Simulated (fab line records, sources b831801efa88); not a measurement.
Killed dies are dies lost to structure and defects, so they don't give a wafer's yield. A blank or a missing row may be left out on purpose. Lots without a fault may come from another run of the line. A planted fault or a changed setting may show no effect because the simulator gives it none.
Problem report in the 8D (eight disciplines) form, filled by code | flow gf180mcu | the parts of the form that need people (team, actions taken, sign-off) are left out

1. THE PROBLEM
LVPWELL_OVL at GF_LVPWELL_OVL_MEAS_07 reads a mean of 205.2 nm on 6 wafers of 2 lots; wafers without a fault read -0.7 nm with a standard deviation of 1.5. That is +99 or more standard deviations from the usual mean.
First seen on wafer L828.1, day 6 06:40, on overlay-02. The record holds 30 wafers of 10 lots with a number at this step. Rule for "out", or "out of limits": more than 4 standard deviations from the usual mean. The other wafers with a number count as sound.

2. WHAT IT IS AND WHAT IT IS NOT
question                    | is                     | is not
which readings at this step | LVPWELL_OVL            | -
which lots                  | L828, L829             | L818, L819, L823, L833, L836, L837, L838, L839
which wafers of those lots  | all that have a number | -
read on which gauges        | overlay-02             | overlay-01
when                        | from day 6 06:40       | up to then (9 sound wafers); but 15 sound wafers of L833, L836, L837, L838, L839 came after

3. SUSPECTS, AND WHAT RULES EACH OUT
Counting: a tool at a process step up to the reading stays a suspect if it ran every lot that is out and no sound lot after the first of them.
- the gauge at GF_LVPWELL_OVL_MEAS_07: kept. All the wafers that are out were read on overlay-02, and no step on other tools shows them out.
- iline_stepper-02 at GF_LVPWELL_EXPOSE_04 (exposes mask LVPWELL, target cd 600 nm): kept. It ran every lot that is out, first L828 (day 5 23:08), and no sound lot after that; its last sound lot up to then is L823 (day 4 16:10).
Left after counting: iline_stepper-02 at GF_LVPWELL_EXPOSE_04, overlay-02 at GF_LVPWELL_OVL_MEAS_07.

4. THE CAUSE (what the simulator had put in)
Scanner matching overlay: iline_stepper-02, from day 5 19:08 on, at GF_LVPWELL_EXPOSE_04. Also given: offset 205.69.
Counting left 2 suspects, and this tool is among them.

5. THE CHAIN OF EFFECTS, in route order
Each row: a reading whose mean over the struck wafers that have a number lies more than 3 standard deviations from the usual. Only readings for which the record gives a usual standard deviation are gone through. hours: the time from each lot's start at the first step in this table that gives one to its start at this step, as a median over the lots. sigmas: the change in usual standard deviations.
hours | step                   | reading     | usual   | on struck wafers | change | sigmas
0     | GF_LVPWELL_OVL_MEAS_07 | LVPWELL_OVL | -0.7 nm | 205.2            | +205.9 | +99 or more
Later measuring or inspecting steps at which every struck wafer that the step has a row for has a number for every such reading, and none has moved that far: GF_HV_LDD_OVL_MEAS_47.

6. WHAT WOULD HAVE CAUGHT IT SOONER
In this record the first reading out of limits at a measuring or inspecting step was taken at day 6 06:40, 12 hours after the fault began at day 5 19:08.
Of the tool readings at GF_LVPWELL_EXPOSE_04 for which the record gives a usual standard deviation, none was out on any struck wafer, so an alarm limit of 4 standard deviations on them would not have fired.
All the lots that are out (2) had begun GF_LVPWELL_EXPOSE_04 on iline_stepper-02 by day 6 06:40. A hold on the tool at that time would have spared none of them.
